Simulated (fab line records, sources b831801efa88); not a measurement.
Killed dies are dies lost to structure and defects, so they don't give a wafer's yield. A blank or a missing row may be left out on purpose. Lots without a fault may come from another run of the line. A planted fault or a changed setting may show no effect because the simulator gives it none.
Which tool did it? | flow sky130 | 6 lots, 18 wafers sampled, at 3 steps of a route of 708

WHAT THE GAUGES READ, wafer by wafer
SKY_PASSIVATION_THK_MEAS_03.
lot  | measured     | on            | PASSIVATION_CVD_02_THK (nm)
L386 | day 44 14:39 | film_metro-01 | 528 520 529
L389 | day 45 09:52 | film_metro-04 | 534 540 547
L395 | day 46 21:56 | film_metro-02 | 527 542 543
L397 | day 47 15:35 | film_metro-01 | 545 545 544
L399 | day 48 03:05 | film_metro-04 | 527 533 532
L407 | day 49 12:23 | film_metro-02 | 533 546 544

WHICH TOOL RAN EACH LOT (tool, then ch and the chambers of the sampled wafers, then the start)
lot  | SKY_METAL3_ETCH_17                 | SKY_METAL5_SPUTTER_04
L386 | rie_diel-04 ch 0,1,3, day 39 09:26 | pvd_sputter-01, day 43 15:33
L389 | rie_diel-02 ch 0,2,3, day 40 06:08 | pvd_sputter-04, day 44 10:59
L395 | rie_diel-04 ch 0,2,3, day 41 22:44 | pvd_sputter-01, day 46 00:13
L397 | rie_diel-02 ch 0,1,3, day 42 20:47 | pvd_sputter-04, day 46 18:01
L399 | rie_diel-04 ch 0,3, day 43 08:43   | pvd_sputter-04, day 47 06:07
L407 | rie_diel-03 ch 0,3, day 45 01:53   | pvd_sputter-04, day 48 17:37
- SKY_METAL3_ETCH_17: etches SiO2 in C4F8/O2/Ar, stops on TiN, time 3.9 s, target depth 15 nm.
- SKY_METAL5_SPUTTER_04: material TiN, target thk 70 nm, time 58.3 s.

THE ANSWER, worked out from the rows above alone
Rule: what is usual is taken from the lots themselves. Put in order of their means at a reading, lots are off if they are a third of the lots or fewer, leave a main group of 4 or more, and stand apart from it by a gap of 3 or more times the standard deviation of the main group's means; of several such gaps the widest counts. A main group whose means are all the same, to the digits that the tables above print for the reading, isn't used. A lot without any number at a reading at which 4 lots or more have one is off too. The other lots that the step has rows for count as sound.
No lot is off at any reading shown: from this, nothing can be told.

WHAT THE SIMULATOR HAD PUT IN
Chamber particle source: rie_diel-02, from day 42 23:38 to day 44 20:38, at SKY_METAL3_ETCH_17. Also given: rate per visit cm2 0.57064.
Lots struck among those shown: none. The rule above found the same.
